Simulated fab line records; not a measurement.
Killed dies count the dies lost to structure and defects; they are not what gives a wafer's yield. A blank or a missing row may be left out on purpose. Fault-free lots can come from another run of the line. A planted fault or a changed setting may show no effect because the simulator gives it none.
Which tool did it?    flow sky130    36 wafers from 12 lots sampled at 6 of the route's 708 steps

WHAT EACH GAUGE READ, for each wafer
SKY_FIELD_ISO_BOW_MEAS_00.
lot   measured     on             INCOMING_BOW (um)
L435  day 1 10:00  film metro-01  4 4 4
L436  day 1 15:04  film metro-01  3 -9 5
L437  day 1 20:02  film metro-02  8 4 2
L438  day 2 01:04  film metro-03  -1 -1 -3
L439  day 2 06:01  film metro-01  -3 13 5
L445  day 3 12:01  film metro-03  -5 -6 7
L447  day 3 22:02  film metro-01  -1 0 -5
L449  day 4 08:01  film metro-03  8 5 -2
L450  day 4 13:01  film metro-01  11 4 -12
L456  day 5 19:01  film metro-01  -6 -6 -6
L457  day 6 00:00  film metro-01  11 4 -12
L458  day 6 05:01  film metro-01  -9 5 -3

SKY_NWELL_TW_MEAS_15.
lot   measured      on             NWELL_TW
L435  day 4 14:50   film metro-01  1844 1840 1842
L436  day 4 16:29   film metro-02  1849 1842 1843
L437  day 4 22:56   film metro-02  1835 1842 1836
L438  day 5 05:44   film metro-04  1870 1866 1867
L439  day 5 11:40   film metro-04  1865 1869 1857
L445  day 7 00:31   film metro-04  2032 2034 2038
L447  day 7 11:35   film metro-02  1988 1989 1984
L449  day 8 02:26   film metro-02  1820 1818 1825
L450  day 8 04:55   film metro-01  1837 1847 1831
L456  day 9 17:13   film metro-01  1840 1836 1840
L457  day 10 06:00  film metro-02  1823 1812 1822
L458  day 10 05:34  film metro-01  1810 1835 1825

SKY_NWELL_RS_MEAS_29: a four-point-probe measurement.
lot   measured      on             NWELL_RS (ohm/sq)
L435  day 5 08:26   film metro-01  624.6 626.0 624.4
L436  day 5 09:59   film metro-01  622.8 621.9 623.5
L437  day 5 20:25   film metro-01  622.6 624.1 621.9
L438  day 5 23:29   film metro-04  620.6 622.1 623.5
L439  day 6 06:05   film metro-02  622.6 623.3 623.4
L445  day 7 19:53   film metro-04  539.1 540.0 540.4
L447  day 8 07:38   film metro-04  542.0 542.3 541.4
L449  day 8 23:49   film metro-04  622.2 623.8 622.3
L450  day 9 02:45   film metro-01  622.6 623.3 624.8
L456  day 10 16:02  film metro-02  625.7 623.4 623.9
L457  day 11 06:19  film metro-01  625.7 624.8 627.3
L458  day 11 05:34  film metro-01  626.5 624.1 625.5

SKY_VT_ADJUST_LVTN_OVL_MEAS_07.
lot   measured      on          VT_ADJUST_LVTN_OVL (nm)
L435  day 6 20:34   overlay-02  1.2 -2.3 0.4
L436  day 6 22:29   overlay-02  -2.9 0.5 0.3
L437  day 7 10:44   overlay-02  -1.5 -1.5 0.0
L438  day 7 14:01   overlay-01  -1.9 -1.4 -1.8
L439  day 7 20:55   overlay-01  -1.0 -0.1 -1.2
L445  day 9 14:23   overlay-01  -1.3 0.8 -0.7
L447  day 10 03:50  overlay-02  0.1 -1.1 -1.3
L449  day 10 21:11  overlay-01  -0.7 -2.5 -2.2
L450  day 11 00:20  overlay-01  -2.2 -2.1 -1.1
L456  day 12 17:07  overlay-02  1.6 -0.2 0.0
L457  day 13 08:01  overlay-01  0.8 3.0 0.6
L458  day 13 06:41  overlay-02  -0.2 -1.5 -1.4

SKY_VT_ADJUST_NCORE_CD_MEAS_07 targets a cd of 380 nm.
lot   measured      on         cd nm (nm)
L435  day 8 12:14   cd sem-01  381.9 378.0 380.3
L436  day 8 13:32   cd sem-02  383.2 382.5 382.7
L437  day 9 03:27   cd sem-02  379.9 380.8 380.4
L438  day 9 06:16   cd sem-01  386.2 384.5 384.3
L439  day 9 14:34   cd sem-02  381.5 381.2 381.2
L445  day 11 12:32  cd sem-02  376.4 377.1 378.6
L447  day 12 02:44  cd sem-02  380.9 382.9 385.0
L449  day 12 21:49  cd sem-01  379.3 379.1 378.3
L450  day 13 00:00  cd sem-01  381.7 382.3 380.8
L456  day 14 20:52  cd sem-01  376.9 378.8 377.3
L457  day 15 12:31  cd sem-01  379.6 379.2 378.6
L458  day 15 12:01  cd sem-01  378.8 380.5 378.6

TOOL THAT RAN EACH LOT (tool first, then ch and the chambers of the sampled wafers, then the start)
lot   SKY_NWELL_IMPLANT_11
L435  implanter-02 ch 0, day 4 14:17
L436  implanter-03 ch 0, day 4 15:59
L437  implanter-02 ch 0, day 4 22:25
L438  implanter-02 ch 0, day 5 05:11
L439  implanter-02 ch 0, day 5 11:08
L445  implanter-01 ch 0, day 6 23:59
L447  implanter-01 ch 0, day 7 11:04
L449  implanter-02 ch 0, day 8 01:54
L450  implanter-02 ch 0, day 8 04:23
L456  implanter-02 ch 0, day 9 16:41
L457  implanter-02 ch 0, day 10 05:27
L458  implanter-02 ch 0, day 10 05:01
- SKY_NWELL_IMPLANT_11

AS READ BY THE TOOLS THEMSELVES (means over the sampled wafers that have a number; for cases with no such wafer, the mark the record gives instead)
SKY_NWELL_IMPLANT_11.
lot   tool          beam on s (s)  dose ions cm2  faraday current uA
L435  implanter-02  9.91           1.8971e+13     107.7
L436  implanter-03  10.10          1.9012e+13     106.0
L437  implanter-02  10.05          1.8990e+13     106.5
L438  implanter-02  10.05          1.8991e+13     106.5
L439  implanter-02  9.85           1.9002e+13     109.0
L445  implanter-01  10.99          2.4757e+13     127.4
L447  implanter-01  10.94          2.4759e+13     127.7
L449  implanter-02  9.75           1.9008e+13     110.0
L450  implanter-02  9.79           1.9007e+13     109.3
L456  implanter-02  9.92           1.9008e+13     108.0
L457  implanter-02  9.94           1.9001e+13     107.5
L458  implanter-02  10.03          1.8986e+13     106.8

THE ANSWER, worked out from the rows above alone
Rule: what is usual is taken from the lots themselves. The widest of any qualifying gaps counts: lots, ordered by their means at a reading, are off when they make up no more than a third of the lots, leave a main group of 4 or more, and stand apart from it by 3 or more times the standard deviation of that group's means. If all means in a main group match to the digits the tables above print for the reading, that group is not used. A lot without any number at a reading at which 4 lots or more have one is off too. Where the step has rows for the other lots, those lots are counted as sound. After the gauges, taken in route order, come the tools' own readings; for these a lot's mean is taken, as printed above. The first step at which some lot is off is used, and at that step the reading that is off furthest; a lot without a number counts as furthest.
Off: L445, L447, at SKY_NWELL_TW_MEAS_15 (NWELL_TW). The main group: mean 1840, standard deviation 16.
A tool fits if, at a process step before that reading, it ran every lot that is off, and no sound lot after the first of them. The gauges at SKY_NWELL_TW_MEAS_15 aren't tried: what is off there is off at SKY_NWELL_IMPLANT_11 too, on other tools, and a gauge's error can't cause that. One fits: implanter-01 at SKY_NWELL_IMPLANT_11. It ran no sound lot before its first lot that is off in this sample, so the start can't be narrowed down.
The tool's own readings at SKY_NWELL_IMPLANT_11 bear it out: on the lots that are off they differ by more than 5 times the standard deviation of the sound lots' means. beam on s reads 10.96 s there against 9.94 s on the sound lots; dose ions cm2 reads 2.4758e+13 there against 1.8998e+13 on the sound lots; faraday current uA reads 127.6 there against 107.7 on the sound lots.

WHAT THE SIMULATOR PUT IN
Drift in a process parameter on implanter-01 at SKY_NWELL_IMPLANT_11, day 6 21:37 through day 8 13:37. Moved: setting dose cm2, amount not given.
Lots struck among those shown: L445, L447. This agrees with what the rule above found.
